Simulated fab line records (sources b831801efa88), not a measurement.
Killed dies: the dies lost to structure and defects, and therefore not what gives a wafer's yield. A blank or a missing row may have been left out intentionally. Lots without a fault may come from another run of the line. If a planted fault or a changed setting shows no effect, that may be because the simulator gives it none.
fab line records	flow gf180mcu	part 1 of 2: steps 1 to 28 of 39
record lots=5	wafers=15	last-day=33
route steps=602 shown MVPSD@82 VT_IMPLANT@90
lots that met no fault: from a run of the same line without faults
start-h: hours from the record's first day to the start of the lot's first wafer shown	wait-h: hours elapsed since this lot's preceding step	" the same as in the row above	L1.1+2: a single row standing in for several wafers	- no value, or no start given	* or withheld: withheld	< > ~ a bound
route shown NAME@n: a module of which the file shows steps, and the number in the route of the first	usual: the fault-free wafers' mean and standard deviation	same: alike in all rows	chamber/n: place in a boat	sites: the reading at each site	_std_site: their standard deviation	_edge_site: inner sites' mean taken away from outer sites' mean	radius-mm: for every site, how far away it sits from the centre of the wafer	mask NAME#n: copy n	behind: the last tool/chamber to shape the wafer	hold: reason for holding the lot/hours on hold/outcome of the hold	device: which transistor (n, p or np) failed to switch	end of line: tests of these same wafers at the route's end	a step with no rows: only its recipe	killed: dies that structure and defects cost at the first sort, which is not the same as the wafer's yield	map: the dies of a wafer, with x for killed, . for not killed, _ for no die there
set.NAME: the setting that was run; set.NAME@STEP: the one run at that earlier step	model.NAME: the simulator's own value behind a step, which no gauge read
a table for each step, a row for each wafer; lots at some steps of the route
services: when a tool's chamber went out of use (start-h, in hours from the record's first day, below 0 if earlier), for how many hours, and the reason
## steps
# step GF_MVPSD_EXPOSE_04
# recipe mask-id=MVPSD	target-cd-nm=1000	na=0.6	source-shape=conventional	sigma-outer=0.6	dose-mj=260
lot.wafer	tool	chamber	start-h	wait-h	mask
L078.4+5+6	iline-stepper-01	0	-	-	MVPSD#0
L081.4+5+6	iline-stepper-02	0	-	-	MVPSD#0
L088.1+3+6	iline-stepper-02	0	-	-	MVPSD#0
L090.2+3+5	iline-stepper-02	0	-	-	MVPSD#0
L092.1+3+4	iline-stepper-01	0	-	-	MVPSD#0
# step GF_MVPSD_PEB_05
# recipe temp-c=115	time-s=withheld
# usual exhaust-pa=45.0/0.97
lot.wafer	tool	chamber	start-h	wait-h	exhaust-pa
L078.4	litho-track-03	0	-	-	45.0
L078.5	"	0	"	"	45.3
L078.6	"	0	"	"	45.8
L081.4	litho-track-03	0	-	-	45.2
L081.5	"	0	"	"	45.2
L081.6	"	0	"	"	45.7
L088.1	litho-track-01	0	-	-	45.2
L088.3	"	0	"	"	45.6
L088.6	"	0	"	"	45.4
L090.2	litho-track-02	0	-	-	45.7
L090.3	"	0	"	"	45.1
L090.5	"	0	"	"	44.9
L092.1	litho-track-03	0	-	-	45.6
L092.3	"	0	"	"	44.7
L092.4	"	0	"	"	45.3
# step GF_MVPSD_DEVELOP_06
# recipe wall-angle-deg=90	develop-time-s=60	dev-temp-c=23
# usual exhaust-pa=45.0/0.81
lot.wafer	tool	chamber	start-h	wait-h	exhaust-pa
L078.4	litho-track-03	0	-	-	45.8
L078.5	"	0	"	"	46.4
L078.6	"	0	"	"	45.0
L081.4	litho-track-03	0	-	-	46.8
L081.5	"	0	"	"	45.5
L081.6	"	0	"	"	45.6
L088.1	litho-track-01	0	-	-	47.0
L088.3	"	0	"	"	44.9
L088.6	"	0	"	"	44.6
L090.2	litho-track-02	0	-	-	45.0
L090.3	"	0	"	"	44.3
L090.5	"	0	"	"	43.7
L092.1	litho-track-03	0	-	-	44.8
L092.3	"	0	"	"	44.5
L092.4	"	0	"	"	45.2
# step GF_MVPSD_OVL_MEAS_07
# usual MVPSD_OVL=-0.2/1.5
lot.wafer	tool	chamber	start-h	wait-h	MVPSD_OVL[nm]
L078.4	overlay-01	-	119.43	-	-1.4
L078.5	"	-	"	"	-1.9
L078.6	"	-	"	"	-0.5
L081.4	overlay-02	-	139.58	-	-1.0
L081.5	"	-	"	"	-0.3
L081.6	"	-	"	"	-2.0
L088.1	overlay-01	-	180.64	-	-2.0
L088.3	"	-	"	"	-2.9
L088.6	"	-	"	"	-2.9
L090.2	overlay-02	-	191.80	-	1.8
L090.3	"	-	"	"	0.9
L090.5	"	-	"	"	1.0
L092.1	overlay-01	-	203.86	-	0.4
L092.3	"	-	"	"	-0.3
L092.4	"	-	"	"	-1.2
# step GF_MVPSD_IMPLANT_08
# recipe species=B	energy-kev=170	dose-cm2=1.5e+13	tilt-deg=0
lot.wafer	tool	chamber	start-h	wait-h
L078.4+5+6	implanter-03	0	119.52	0.1
L081.4+5+6	implanter-01	0	139.67	0.1
L088.1+3+6	implanter-01	0	180.68	0.0
L090.2+3+5	implanter-04	0	191.85	0.0
L092.1+3+4	implanter-04	0	203.89	0.0
# step GF_MVPSD_IMPLANT_09
# recipe species=B	energy-kev=40	dose-cm2=5e+12	tilt-deg=0
lot.wafer	tool	chamber	start-h	wait-h
L078.4+5+6	implanter-03	0	119.67	0.1
L081.4+5+6	implanter-01	0	139.82	0.1
L088.1+3+6	implanter-01	0	180.83	0.1
L090.2+3+5	implanter-04	0	192.00	0.1
L092.1+3+4	implanter-04	0	204.04	0.1
# step GF_MVPSD_STRIP_10
# recipe chemistry=O2/N2	power-w=1400	pressure-mtorr=1500	platen-temp-c=250	o2-flow-sccm=3000	n2-flow-sccm=300	overash-fraction=0.5
# usual drypump-motor-current-A=6.32/0.23	heater-power-w=352/29	oes-product-au=0.723/0.0047	strip-time-to-endpoint-s=37.03/0.096
lot.wafer	tool	chamber	start-h	wait-h	drypump-motor-current-A	heater-power-w	oes-product-au	rf-hours-counter-h	strip-time-to-endpoint-s
L078.4	plasma-asher-01	1	119.78	0.1	6.53	383	0.717	-	37.03
L078.5	"	0	"	"	6.58	352	0.723	-	36.85
L078.6	"	1	"	"	6.57	380	0.726	-	37.02
L081.4	plasma-asher-01	1	139.93	0.1	6.54	369	0.726	-	37.03
L081.5	"	0	"	"	6.55	343	0.710	-	36.99
L081.6	"	1	"	"	6.53	375	0.722	-	37.09
L088.1	plasma-asher-01	1	180.98	0.1	6.55	382	0.714	54	36.98
L088.3	"	0	"	"	6.55	354	0.723	-	36.90
L088.6	"	1	"	"	6.49	374	0.726	-	37.04
L090.2	plasma-asher-03	0	192.13	0.1	5.94	361	0.729	8	37.10
L090.3	"	1	"	"	6.25	300	0.731	-	37.08
L090.5	"	1	"	"	6.25	299	0.730	-	37.07
L092.1	plasma-asher-03	1	204.19	0.1	6.22	293	0.721	9	37.01
L092.3	"	0	"	"	5.94	365	0.728	-	37.11
L092.4	"	1	"	"	6.25	296	0.722	-	37.02
# step GF_MVPSD_TW_MEAS_11
# usual MVPSD_TW=552/3.6
lot.wafer	tool	chamber	start-h	wait-h	MVPSD_TW
L078.4	film-metro-03	-	119.87	0.1	556
L078.5	"	-	"	"	555
L078.6	"	-	"	"	554
L081.4	film-metro-04	-	140.02	0.1	548
L081.5	"	-	"	"	550
L081.6	"	-	"	"	551
L088.1	film-metro-03	-	181.08	0.1	552
L088.3	"	-	"	"	554
L088.6	"	-	"	"	554
L090.2	film-metro-03	-	192.24	0.1	556
L090.3	"	-	"	"	560
L090.5	"	-	"	"	558
L092.1	film-metro-02	-	204.29	0.1	553
L092.3	"	-	"	"	553
L092.4	"	-	"	"	552
# step GF_VT_IMPLANT_DEHYDRATE_00
# recipe temp-c=200	time-s=60
# usual exhaust-pa=45.1/1.1
lot.wafer	tool	chamber	start-h	wait-h	exhaust-pa
L078.4	litho-track-02	0	126.97	7.1	45.0
L078.5	"	0	"	"	44.7
L078.6	"	0	"	"	43.9
L081.4	litho-track-01	0	147.37	7.3	45.8
L081.5	"	0	"	"	43.5
L081.6	"	0	"	"	44.7
L088.1	litho-track-04	0	188.49	7.4	45.8
L088.3	"	0	"	"	45.5
L088.6	"	0	"	"	45.8
L090.2	litho-track-02	0	199.97	7.7	45.5
L090.3	"	0	"	"	44.7
L090.5	"	0	"	"	43.6
L092.1	litho-track-02	0	212.24	7.9	44.3
L092.3	"	0	"	"	43.7
L092.4	"	0	"	"	43.6
# step GF_VT_IMPLANT_HMDS_01
# recipe prime-time-s=60	prime-temp-c=120
# usual exhaust-pa=45.1/0.9
# same prime-time-s=60
lot.wafer	tool	chamber	start-h	wait-h	exhaust-pa
L078.4	litho-track-02	0	127.12	0.1	44.2
L078.5	"	0	"	"	43.8
L078.6	"	0	"	"	43.8
L081.4	litho-track-01	0	147.52	0.1	44.9
L081.5	"	0	"	"	45.8
L081.6	"	0	"	"	43.4
L088.1	litho-track-04	0	188.64	0.1	45.4
L088.3	"	0	"	"	44.1
L088.6	"	0	"	"	46.1
L090.2	litho-track-02	0	200.12	0.1	45.1
L090.3	"	0	"	"	45.2
L090.5	"	0	"	"	43.9
L092.1	litho-track-02	0	212.39	0.1	45.6
L092.3	"	0	"	"	46.3
L092.4	"	0	"	"	45.5
# step GF_VT_IMPLANT_COAT_02
# recipe resist=NOVOLAK	spin-rpm=3000	resist-thk-nm=1000
# usual exhaust-pa=45.1/0.92
lot.wafer	tool	chamber	start-h	wait-h	exhaust-pa
L078.4	litho-track-02	0	127.27	0.1	44.7
L078.5	"	0	"	"	45.8
L078.6	"	0	"	"	44.6
L081.4	litho-track-01	0	147.67	0.1	45.1
L081.5	"	0	"	"	46.3
L081.6	"	0	"	"	45.4
L088.1	litho-track-04	0	188.79	0.1	45.4
L088.3	"	0	"	"	46.4
L088.6	"	0	"	"	46.3
L090.2	litho-track-02	0	200.27	0.1	45.2
L090.3	"	0	"	"	45.5
L090.5	"	0	"	"	44.3
L092.1	litho-track-02	0	212.54	0.1	44.7
L092.3	"	0	"	"	45.4
L092.4	"	0	"	"	44.0
# step GF_VT_IMPLANT_SOFTBAKE_03
# recipe temp-c=90	time-s=60	resist=NOVOLAK
# usual exhaust-pa=45.1/0.92
lot.wafer	tool	chamber	start-h	wait-h	exhaust-pa
L078.4	litho-track-02	0	127.42	0.1	44.7
L078.5	"	0	"	"	44.8
L078.6	"	0	"	"	44.4
L081.4	litho-track-01	0	147.82	0.1	46.5
L081.5	"	0	"	"	43.9
L081.6	"	0	"	"	44.3
L088.1	litho-track-04	0	188.94	0.1	45.8
L088.3	"	0	"	"	43.8
L088.6	"	0	"	"	45.2
L090.2	litho-track-02	0	200.42	0.1	44.2
L090.3	"	0	"	"	43.6
L090.5	"	0	"	"	44.8
L092.1	litho-track-02	0	212.69	0.1	47.0
L092.3	"	0	"	"	45.7
L092.4	"	0	"	"	46.0
# step GF_VT_IMPLANT_EXPOSE_04
# recipe mask-id=LVPWELL_LV_AREA	target-cd-nm=600	na=0.6	source-shape=conventional	sigma-outer=0.6	dose-mj=140
lot.wafer	tool	chamber	start-h	wait-h	mask
L078.4+5+6	iline-stepper-02	0	-	-	LVPWELL_LV_AREA#0
L081.4+5+6	iline-stepper-01	0	-	-	LVPWELL_LV_AREA#0
L088.1+3+6	iline-stepper-02	0	-	-	LVPWELL_LV_AREA#0
L090.2+3+5	iline-stepper-01	0	-	-	LVPWELL_LV_AREA#0
L092.1+3+4	iline-stepper-01	0	-	-	LVPWELL_LV_AREA#0
# step GF_VT_IMPLANT_PEB_05
# recipe temp-c=withheld	time-s=*	resist=NOVOLAK
# usual exhaust-pa=45.1/0.93
lot.wafer	tool	chamber	start-h	wait-h	exhaust-pa
L078.4	litho-track-04	0	-	-	45.3
L078.5	"	0	"	"	43.7
L078.6	"	0	"	"	44.6
L081.4	litho-track-04	0	-	-	46.4
L081.5	"	0	"	"	45.7
L081.6	"	0	"	"	45.1
L088.1	litho-track-04	0	-	-	45.3
L088.3	"	0	"	"	46.0
L088.6	"	0	"	"	45.5
L090.2	litho-track-02	0	-	-	44.8
L090.3	"	0	"	"	45.8
L090.5	"	0	"	"	45.6
L092.1	litho-track-01	0	-	-	44.9
L092.3	"	0	"	"	45.9
L092.4	"	0	"	"	44.8
# step GF_VT_IMPLANT_DEVELOP_06
# recipe develop-time-s=60	dev-temp-c=23
# usual exhaust-pa=44.7/0.88
lot.wafer	tool	chamber	start-h	wait-h	exhaust-pa
L078.4	litho-track-04	0	134.67	0.1	44.6
L078.5	"	0	"	"	43.8
L078.6	"	0	"	"	44.2
L081.4	litho-track-04	0	154.92	0.1	44.7
L081.5	"	0	"	"	42.6
L081.6	"	0	"	"	44.4
L088.1	litho-track-04	0	196.99	0.1	42.6
L088.3	"	0	"	"	43.9
L088.6	"	0	"	"	42.8
L090.2	litho-track-02	0	209.12	0.1	44.8
L090.3	"	0	"	"	45.4
L090.5	"	0	"	"	45.3
L092.1	litho-track-01	0	220.64	0.1	44.6
L092.3	"	0	"	"	44.7
L092.4	"	0	"	"	46.1
# step GF_VT_IMPLANT_OVL_MEAS_07
# usual VT_IMPLANT_OVL=-1.1/1.1
lot.wafer	tool	chamber	start-h	wait-h	VT_IMPLANT_OVL[nm]
L078.4	overlay-02	-	134.76	0.1	0.2
L078.5	"	-	"	"	0.3
L078.6	"	-	"	"	0.4
L081.4	overlay-02	-	155.01	0.1	-0.9
L081.5	"	-	"	"	0.7
L081.6	"	-	"	"	0.6
L088.1	overlay-01	-	197.14	0.1	-1.4
L088.3	"	-	"	"	-2.1
L088.6	"	-	"	"	-0.2
L090.2	overlay-02	-	209.25	0.1	0.5
L090.3	"	-	"	"	-0.5
L090.5	"	-	"	"	0.8
L092.1	overlay-01	-	220.79	0.1	-2.0
L092.3	"	-	"	"	-0.7
L092.4	"	-	"	"	-1.1
# step GF_VT_IMPLANT_IMPLANT_08
# recipe species=BF2	energy-kev=20	dose-cm2=8.29e+12	tilt-deg=7
lot.wafer	tool	chamber	start-h	wait-h
L078.4+5+6	implanter-03	0	134.86	0.1
L081.4+5+6	implanter-01	0	155.10	0.1
L088.1+3+6	implanter-03	0	197.18	0.0
L090.2+3+5	implanter-02	0	209.30	0.0
L092.1+3+4	implanter-01	0	220.83	0.0
# step GF_VT_IMPLANT_STRIP_09
# recipe chemistry=O2/N2	power-w=1400	pressure-mtorr=1500	platen-temp-c=250	o2-flow-sccm=3000	n2-flow-sccm=300	overash-fraction=0.5
# usual drypump-motor-current-A=6.42/0.22	heater-power-w=359/23	oes-product-au=0.717/0.0041	strip-time-to-endpoint-s=12.64/0.039
lot.wafer	tool	chamber	start-h	wait-h	drypump-motor-current-A	heater-power-w	oes-product-au	rf-hours-counter-h	strip-time-to-endpoint-s
L078.4	plasma-asher-02	0	134.96	0.1	6.06	323	0.715	-	12.71
L078.5	"	1	"	"	6.64	378	0.712	-	12.65
L078.6	"	0	"	"	6.04	312	0.721	-	12.63
L081.4	plasma-asher-01	0	155.21	0.1	6.57	357	0.722	-	12.70
L081.5	"	0	"	"	6.54	350	0.712	-	12.70
L081.6	"	1	"	"	6.51	381	0.718	-	12.65
L088.1	plasma-asher-01	1	197.33	0.1	6.50	377	0.718	55	12.60
L088.3	"	0	"	"	6.58	352	0.712	-	12.66
L088.6	"	0	"	"	6.57	359	0.715	-	12.64
L090.2	plasma-asher-04	1	209.43	0.1	6.34	384	0.714	42	12.66
L090.3	"	0	"	"	6.27	360	0.714	-	12.65
L090.5	"	0	"	"	6.27	354	0.726	-	12.62
L092.1	plasma-asher-02	1	220.98	0.1	6.66	385	0.727	56	12.59
L092.3	"	1	"	"	6.64	379	0.715	-	12.63
L092.4	"	0	"	"	6.06	320	0.722	-	12.62
# step GF_VT_IMPLANT_TW_MEAS_10
# usual VT_IMPLANT_TW=562/3.6
lot.wafer	tool	chamber	start-h	wait-h	VT_IMPLANT_TW
L078.4	film-metro-04	-	135.06	0.1	560
L078.5	"	-	"	"	563
L078.6	"	-	"	"	560
L081.4	film-metro-03	-	155.31	0.1	564
L081.5	"	-	"	"	566
L081.6	"	-	"	"	569
L088.1	film-metro-01	-	197.43	0.1	563
L088.3	"	-	"	"	562
L088.6	"	-	"	"	560
L090.2	film-metro-03	-	209.54	0.1	569
L090.3	"	-	"	"	566
L090.5	"	-	"	"	567
L092.1	film-metro-03	-	221.08	0.1	564
L092.3	"	-	"	"	563
L092.4	"	-	"	"	566
# step GF_VT_IMPLANT_DEHYDRATE_11
# recipe temp-c=200	time-s=60
# usual exhaust-pa=45.2/0.97
lot.wafer	tool	chamber	start-h	wait-h	exhaust-pa
L078.4	litho-track-02	0	142.22	7.1	47.1
L078.5	"	0	"	"	46.1
L078.6	"	0	"	"	45.2
L081.4	litho-track-02	0	162.97	7.6	46.9
L081.5	"	0	"	"	46.0
L081.6	"	0	"	"	46.2
L088.1	litho-track-04	0	205.54	8.1	45.0
L088.3	"	0	"	"	45.2
L088.6	"	0	"	"	45.0
L090.2	litho-track-01	0	217.57	8.0	45.5
L090.3	"	0	"	"	45.2
L090.5	"	0	"	"	45.3
L092.1	litho-track-04	0	229.39	8.3	45.9
L092.3	"	0	"	"	46.4
L092.4	"	0	"	"	45.7
# step GF_VT_IMPLANT_HMDS_12
# recipe prime-time-s=60	prime-temp-c=120
# usual exhaust-pa=45.1/0.91
# same prime-time-s=60
lot.wafer	tool	chamber	start-h	wait-h	exhaust-pa
L078.4	litho-track-02	0	142.37	0.1	45.8
L078.5	"	0	"	"	44.8
L078.6	"	0	"	"	45.8
L081.4	litho-track-02	0	163.12	0.1	46.0
L081.5	"	0	"	"	45.5
L081.6	"	0	"	"	44.8
L088.1	litho-track-04	0	205.69	0.1	43.4
L088.3	"	0	"	"	43.9
L088.6	"	0	"	"	45.2
L090.2	litho-track-01	0	217.72	0.1	44.4
L090.3	"	0	"	"	43.3
L090.5	"	0	"	"	44.5
L092.1	litho-track-04	0	229.54	0.1	44.8
L092.3	"	0	"	"	43.0
L092.4	"	0	"	"	44.4
# step GF_VT_IMPLANT_COAT_13
# recipe resist=NOVOLAK	spin-rpm=3000	resist-thk-nm=1000
# usual exhaust-pa=45.0/0.86
lot.wafer	tool	chamber	start-h	wait-h	exhaust-pa
L078.4	litho-track-02	0	142.52	0.1	45.8
L078.5	"	0	"	"	45.0
L078.6	"	0	"	"	45.6
L081.4	litho-track-02	0	163.27	0.1	43.9
L081.5	"	0	"	"	44.8
L081.6	"	0	"	"	44.8
L088.1	litho-track-04	0	205.84	0.1	43.6
L088.3	"	0	"	"	45.2
L088.6	"	0	"	"	43.7
L090.2	litho-track-01	0	217.87	0.1	44.2
L090.3	"	0	"	"	44.5
L090.5	"	0	"	"	44.8
L092.1	litho-track-04	0	229.69	0.1	45.1
L092.3	"	0	"	"	44.8
L092.4	"	0	"	"	44.8
# step GF_VT_IMPLANT_SOFTBAKE_14
# recipe temp-c=90	time-s=60	resist=NOVOLAK
# usual exhaust-pa=45.0/0.97
lot.wafer	tool	chamber	start-h	wait-h	exhaust-pa
L078.4	litho-track-02	0	142.67	0.1	44.5
L078.5	"	0	"	"	44.9
L078.6	"	0	"	"	44.6
L081.4	litho-track-02	0	163.42	0.1	46.6
L081.5	"	0	"	"	43.9
L081.6	"	0	"	"	45.9
L088.1	litho-track-04	0	205.99	0.1	44.5
L088.3	"	0	"	"	44.3
L088.6	"	0	"	"	43.7
L090.2	litho-track-01	0	218.02	0.1	44.4
L090.3	"	0	"	"	45.9
L090.5	"	0	"	"	45.0
L092.1	litho-track-04	0	229.84	0.1	45.2
L092.3	"	0	"	"	43.5
L092.4	"	0	"	"	44.8
# step GF_VT_IMPLANT_EXPOSE_15
# recipe mask-id=Nwell_LV_AREA	target-cd-nm=860	na=0.6	source-shape=conventional	sigma-outer=0.6	dose-mj=140
lot.wafer	tool	chamber	start-h	wait-h	mask
L078.4+5+6	iline-stepper-01	0	-	-	Nwell_LV_AREA#0
L081.4+5+6	iline-stepper-02	0	-	-	Nwell_LV_AREA#0
L088.1+3+6	iline-stepper-02	0	-	-	Nwell_LV_AREA#0
L090.2+3+5	iline-stepper-01	0	-	-	Nwell_LV_AREA#0
L092.1+3+4	iline-stepper-01	0	-	-	Nwell_LV_AREA#0
# step GF_VT_IMPLANT_PEB_16
# recipe temp-c=withheld	time-s=*	resist=NOVOLAK
# usual exhaust-pa=45.0/1
lot.wafer	tool	chamber	start-h	wait-h	exhaust-pa
L078.4	litho-track-01	0	-	-	44.4
L078.5	"	0	"	"	45.6
L078.6	"	0	"	"	45.0
L081.4	litho-track-02	0	-	-	45.7
L081.5	"	0	"	"	44.9
L081.6	"	0	"	"	44.9
L088.1	litho-track-02	0	-	-	44.2
L088.3	"	0	"	"	45.8
L088.6	"	0	"	"	45.4
L090.2	litho-track-04	0	-	-	44.6
L090.3	"	0	"	"	44.5
L090.5	"	0	"	"	45.2
L092.1	litho-track-02	0	-	-	45.5
L092.3	"	0	"	"	44.6
L092.4	"	0	"	"	44.5
# step GF_VT_IMPLANT_DEVELOP_17
# recipe develop-time-s=60	dev-temp-c=23
# usual exhaust-pa=45.0/0.83
lot.wafer	tool	chamber	start-h	wait-h	exhaust-pa
L078.4	litho-track-01	0	150.12	0.1	46.4
L078.5	"	0	"	"	45.5
L078.6	"	0	"	"	46.4
L081.4	litho-track-02	0	171.22	0.1	45.2
L081.5	"	0	"	"	45.1
L081.6	"	0	"	"	44.7
L088.1	litho-track-02	0	214.59	0.1	46.1
L088.3	"	0	"	"	46.5
L088.6	"	0	"	"	46.6
L090.2	litho-track-04	0	226.87	0.1	44.9
L090.3	"	0	"	"	45.1
L090.5	"	0	"	"	44.7
L092.1	litho-track-02	0	239.19	0.1	45.2
L092.3	"	0	"	"	45.4
L092.4	"	0	"	"	44.1
# step GF_VT_IMPLANT_OVL_MEAS_18
# usual VT_IMPLANT_01_OVL=0.1/1.4
lot.wafer	tool	chamber	start-h	wait-h	VT_IMPLANT_01_OVL[nm]
L078.4	overlay-02	-	150.21	0.1	2.7
L078.5	"	-	"	"	2.9
L078.6	"	-	"	"	3.5
L081.4	overlay-02	-	171.31	0.1	1.0
L081.5	"	-	"	"	0.8
L081.6	"	-	"	"	2.0
L088.1	overlay-01	-	214.74	0.1	0.6
L088.3	"	-	"	"	0.7
L088.6	"	-	"	"	0.0
L090.2	overlay-01	-	227.00	0.1	-0.8
L090.3	"	-	"	"	2.0
L090.5	"	-	"	"	0.1
L092.1	overlay-01	-	239.34	0.1	1.1
L092.3	"	-	"	"	-0.4
L092.4	"	-	"	"	1.6
# step GF_VT_IMPLANT_IMPLANT_19
# recipe species=As	energy-kev=100	dose-cm2=4.35e+12	tilt-deg=7
lot.wafer	tool	chamber	start-h	wait-h
L078.4+5+6	implanter-01	0	150.30	0.1
L081.4+5+6	implanter-01	0	171.40	0.1
L088.1+3+6	implanter-03	0	214.78	0.0
L090.2+3+5	implanter-01	0	227.05	0.0
L092.1+3+4	implanter-01	0	239.38	0.0
